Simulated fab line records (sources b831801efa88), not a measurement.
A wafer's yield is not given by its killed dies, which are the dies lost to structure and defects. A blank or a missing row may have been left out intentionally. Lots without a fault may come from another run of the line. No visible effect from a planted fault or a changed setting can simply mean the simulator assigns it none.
The tool behind it: which one? ; flow gf180mcu ; 14 lots with 42 wafers sampled at 5 steps, on a route of 602 steps

== WHAT EACH GAUGE READ, for each wafer ==
GF_POLY_GATE_THK_MEAS_01. Usual: POLY_GATE_CVD_00_THK typically reads 200.2 nm, with standard deviation 2.1.
lot;measured;on;POLY_GATE_CVD_00_THK (nm);flag
L851;day 9 05:02;film-metro-03;200.0 200.2 198.5;
L852;day 9 12:05;film-metro-01;198.0 197.9 198.6;
L853;day 9 12:06;film-metro-02;200.2 200.3 199.9;
L854;day 9 20:55;film-metro-03;197.1 198.7 195.5;
L856;day 10 08:53;film-metro-02;197.6 198.1 198.0;
L857;day 10 09:59;film-metro-01;200.9 200.1 198.8;
L858;day 10 18:55;film-metro-02;203.2 205.5 204.1;
L860;day 11 08:22;film-metro-03;200.0 200.6 200.6;
L861;day 11 19:05;film-metro-03;201.0 201.4 200.9;
L862;day 11 22:15;film-metro-01;199.9 199.3 199.1;
L865;day 12 17:00;film-metro-02;198.9 197.9 198.2;
L868;day 13 11:24;film-metro-01;202.2 199.3 200.0;
L869;day 13 20:23;film-metro-01;199.4 197.5 197.8;
L873;day 15 03:25;film-metro-03;197.5 197.0 197.5;

GF_POLY_GATE_OVL_MEAS_11. Usual: POLY_GATE_OVL typically reads 3 nm, with standard deviation 5.8.
lot;measured;on;POLY_GATE_OVL (nm);flag
L851;day 9 21:29;overlay-02;-4 2 5;
L852;day 10 05:14;overlay-01;8 8 8;
L853;day 10 04:35;overlay-01;0 -2 -1;
L854;day 10 14:20;overlay-01;-2 -2 1;
L856;day 11 03:01;overlay-02;4 5 7;
L857;day 11 04:34;overlay-01;-2 -5 -2;
L858;day 11 13:19;overlay-01;8 14 12;
L860;day 12 03:01;overlay-02;11 5 13;
L861;day 12 14:56;overlay-01;-13 -3 2;
L862;day 12 17:46;overlay-02;13 15 13;
L865;day 13 12:36;overlay-02;2 -5 -1;
L868;day 14 08:26;overlay-01;4 3 0;
L869;day 14 16:50;overlay-01;-1 1 -4;
L873;day 16 01:27;overlay-01;3 3 5;

GF_HV_LDD_OVL_MEAS_20. Usual: HV_LDD_01_OVL typically reads 0.5 nm, with standard deviation 1.4.
lot;measured;on;HV_LDD_01_OVL (nm);flag
L851;day 11 10:29;overlay-01;-0.2 2.2 1.7;
L852;day 11 20:55;overlay-02;1.4 1.2 2.1;
L853;day 11 19:15;overlay-02;1.9 1.2 3.9;
L854;day 12 05:50;overlay-01;0.7 -0.4 -1.3;
L856;day 12 18:39;overlay-02;-2.1 -1.0 -1.0;
L857;day 12 20:55;overlay-02;-0.9 2.8 -1.6;
L858;day 13 06:22;overlay-01;0.3 0.0 1.2;
L860;day 13 21:25;overlay-01;-1.5 -1.4 -0.5;
L861;day 14 09:01;overlay-02;-1.0 1.5 2.2;
L862;day 14 11:52;overlay-02;1.3 1.4 0.0;
L865;day 15 10:14;overlay-01;-0.8 0.4 1.3;
L868;day 16 05:57;overlay-02;0.9 2.7 1.1;
L869;day 16 15:12;overlay-01;-0.2 1.0 -0.3;
L873;day 18 00:12;overlay-02;0.1 0.4 -1.1;

GF_HV_LDD_RS_MEAS_53: measures by four-point-probe. Usual: HV_LDD_RS typically reads 418.4 ohm/sq, with standard deviation 0.97.
lot;measured;on;HV_LDD_RS (ohm/sq);flag
L851;day 13 02:28;film-metro-01;418.2 419.3 419.4;
L852;day 13 13:36;film-metro-02;417.5 417.5 418.7;
L853;day 13 12:44;film-metro-02;418.9 419.4 419.4;
L854;day 13 22:58;film-metro-02;416.9 418.8 419.3;
L856;day 14 12:30;film-metro-04;417.3 418.0 416.8;
L857;day 14 15:22;film-metro-04;418.0 418.2 418.6;
L858;day 15 01:49;film-metro-01;416.8 417.4 416.1;
L860;day 15 17:04;film-metro-02;418.8 418.9 418.8;
L861;day 16 06:08;film-metro-02;419.3 418.7 419.9;
L862;day 16 09:02;film-metro-04;418.8 419.1 419.4;
L865;day 17 08:13;film-metro-02;419.0 419.5 419.8;
L868;day 18 05:13;film-metro-01;422.9 423.5 422.2;OFF
L869;day 18 15:06;film-metro-01;422.1 423.3 422.0;OFF
L873;day 20 01:51;film-metro-04;416.9 417.0 416.5;

== EACH LOT AND THE TOOL THAT RAN IT (in order: tool; ch and the chambers of the sampled wafers; start) ==
lot;GF_HV_LDD_IMPLANT_09
L851;implanter-03 ch 0, day 10 16:23
L852;implanter-04 ch 0, day 11 02:05
L853;implanter-01 ch 0, day 11 00:53
L854;implanter-04 ch 0, day 11 10:32
L856;implanter-04 ch 0, day 11 22:56
L857;implanter-01 ch 0, day 12 01:53
L858;implanter-03 ch 0, day 12 10:47
L860;implanter-03 ch 0, day 13 00:58
L861;implanter-03 ch 0, day 13 12:58
L862;implanter-01 ch 0, day 13 15:22
L865;implanter-04 ch 0, day 14 12:11
L868;implanter-01 ch 0, day 15 07:56
L869;implanter-01 ch 0, day 15 16:57
L873;implanter-04 ch 0, day 17 01:20
- GF_HV_LDD_IMPLANT_09

== WHAT THE TOOLS THEMSELVES READ (means of the sampled wafers that have a number; where no wafer has one, the mark that the record gives instead) ==
GF_HV_LDD_IMPLANT_09. Usual: dose-ions-cm2 1e+14, standard deviation 1.3e+11; end-station-pressure-torr 5.43e-06 Torr, standard deviation 2.9e-07.
lot;tool;dose-ions-cm2;end-station-pressure-torr (Torr);flag
L851;implanter-03;1e+14;5.31e-06;
L852;implanter-04;1e+14;5.86e-06;
L853;implanter-01;1e+14;5.49e-06;
L854;implanter-04;1e+14;5.28e-06;
L856;implanter-04;1e+14;5.66e-06;
L857;implanter-01;1e+14;5.60e-06;
L858;implanter-03;1e+14;5.11e-06;
L860;implanter-03;1e+14;5.15e-06;
L861;implanter-03;1e+14;5.36e-06;
L862;implanter-01;1e+14;5.57e-06;
L865;implanter-04;1e+14;5.44e-06;
L868;implanter-01;1e+14;5.34e-06;
L869;implanter-01;1e+14;5.42e-06;
L873;implanter-04;1e+14;5.56e-06;

== THE ANSWER, worked out from the rows above alone ==
Rule: a lot is off if the mean of its wafers that have a number lies more than 3 standard deviations from the usual mean. Also off: a lot with no number at a reading for which 4 or more lots have one. Any other lot the step has rows for is counted as sound. Order of review: gauges by route order, followed by the tools' own readings, for which a lot's mean as printed above is used. At the first step where some lot is off, the reading lying furthest off is the one used; lots without a number count as furthest.
Off: L868, L869, at GF_HV_LDD_RS_MEAS_53 (HV_LDD_RS).
If a tool, at a process step before that reading, ran all the lots that are off and no sound lot after the first of them, it fits. Those tools and the gauges at GF_HV_LDD_RS_MEAS_53 are tried in the same way. This does not decide it: 2 tools fit, namely implanter-01 at GF_HV_LDD_IMPLANT_09 and film-metro-01 at GF_HV_LDD_RS_MEAS_53.

== WHAT THE SIMULATOR HAD PUT IN ==
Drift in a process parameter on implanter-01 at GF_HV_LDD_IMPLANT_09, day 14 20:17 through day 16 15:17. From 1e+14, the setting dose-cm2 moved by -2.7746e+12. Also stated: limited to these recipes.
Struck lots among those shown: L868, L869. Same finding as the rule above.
